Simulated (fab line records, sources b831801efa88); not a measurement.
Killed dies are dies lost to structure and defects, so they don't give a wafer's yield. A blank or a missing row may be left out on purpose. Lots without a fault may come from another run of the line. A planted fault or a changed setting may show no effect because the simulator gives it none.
Split-lot experiment | flow sky130 | 5 lots, 23 wafers read, on a route of 708 steps

THE SPLIT
At SKY_VT_ADJUST_LVTN_IMPLANT_08, the setting energy_kev was moved away from the recipe's 30 on 8 of the 23 wafers read, by -2.3% to +5.3%. The other wafers ran this setting at the recipe's value.

The reading is taken at the split's own step.

THE READING
implant.drp_nm (the simulator's own value, which no gauge read), in nm, at SKY_VT_ADJUST_LVTN_IMPLANT_08. The file gives no usual value for it.

wafer  | tool, chamber at the split | energy_kev as run | against the recipe | implant.drp_nm, nm | against lot-mates on the recipe
L074.1 | implanter-02, 0            | 30                | recipe             | 42.97              | -
L074.3 | implanter-02, 0            | 30                | recipe             | 42.97              | -
L074.4 | implanter-02, 0            | 30                | recipe             | 42.97              | -
L074.5 | implanter-02, 0            | 30                | recipe             | 42.97              | -
L074.6 | implanter-02, 0            | 30                | recipe             | 42.97              | -
L075.1 | implanter-04, 0            | 30                | recipe             | 42.97              | -
L075.3 | implanter-04, 0            | 30                | recipe             | 42.97              | -
L075.4 | implanter-04, 0            | 30                | recipe             | 42.97              | -
L079.1 | implanter-04, 0            | 31.29             | +4.3%              | 44.3               | +1.33
L079.4 | implanter-04, 0            | 31.29             | +4.3%              | 44.3               | +1.33
L079.6 | implanter-04, 0            | 31.29             | +4.3%              | 44.3               | +1.33
L079.2 | implanter-04, 0            | 30                | recipe             | 42.97              | -
L079.5 | implanter-04, 0            | 30                | recipe             | 42.97              | -
L082.2 | implanter-02, 0            | 31.58             | +5.3%              | 44.58              | +1.61
L082.4 | implanter-02, 0            | 31.58             | +5.3%              | 44.58              | +1.61
L082.6 | implanter-02, 0            | 31.58             | +5.3%              | 44.58              | +1.61
L082.3 | implanter-02, 0            | 30                | recipe             | 42.97              | -
L082.5 | implanter-02, 0            | 30                | recipe             | 42.97              | -
L084.1 | implanter-02, 0            | 30                | recipe             | 42.97              | -
L084.2 | implanter-02, 0            | 30                | recipe             | 42.97              | -
L084.5 | implanter-02, 0            | 30                | recipe             | 42.97              | -
L084.3 | implanter-02, 0            | 29.32             | -2.3%              | 42.18              | -0.79
L084.6 | implanter-02, 0            | 29.32             | -2.3%              | 42.18              | -0.79

THE FIT
A straight line over all 23 wafers: implant.drp_nm changes by +0.312 nm for each +1% of energy_kev; r = +1.00; the points scatter about the line by 0.025 nm.
The same after taking each lot's own level away (the mean of its wafers on the recipe; 23 wafers): +0.312 nm for each +1%; r = +1.00; scatter 0.025 nm.
On that fit, the largest move of energy_kev shifts the reading by 1.6 nm.
The lots' own levels span 42.970 to 42.970 nm.
So the lot-to-lot level changes the slope little: the two slopes agree.
Check: with one of the wafers moved furthest among these (+5.3%) left out of the fit, the line predicts +1.64 nm for it against its lot-mates. It came out at +1.61 nm against them.

OTHER SPLITS ON THESE WAFERS
These wafers also went through other splits before the reading. Each is held against what the fit with the lots' levels taken away leaves over:
other split on the same wafers        | wafers away from the commonest value | r with implant.drp_nm (lot level and that fit taken away)
SKY_FIELD_ISO_OXIDATION_01 temp_c     | 15                                   | +0.46
SKY_FIELD_ISO_EXPOSE_10 dose_mj       | 6                                    | -0.15
SKY_FIELD_ISO_WET_ETCH_30 time_s      | 18                                   | -0.42
SKY_NWELL_STRIP_14 pressure_mtorr     | 15                                   | +0.37
SKY_VT_ADJUST_HVTP_COAT_02 spin_rpm   | 9                                    | -0.05
SKY_VT_ADJUST_HVTP_SOFTBAKE_03 time_s | 9                                    | +0.46

THE WHOLE CHAIN: every reading that the file lists as answering this split, in the file's order
step                          | what it does | reading                                                         | change (the file's fit)               | r (the file's)
SKY_VT_ADJUST_LVTN_IMPLANT_08 |              | implant.rp_nm (the simulator's own value, which no gauge read)  | +0.953 nm for each +1% of the setting | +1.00
SKY_VT_ADJUST_LVTN_IMPLANT_08 |              | implant.drp_nm (the simulator's own value, which no gauge read) | +0.311 nm for each +1% of the setting | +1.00

THE FILE'S OWN FIT
implant.drp_nm changes by +0.311 nm for each +1% of energy_kev, r = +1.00.
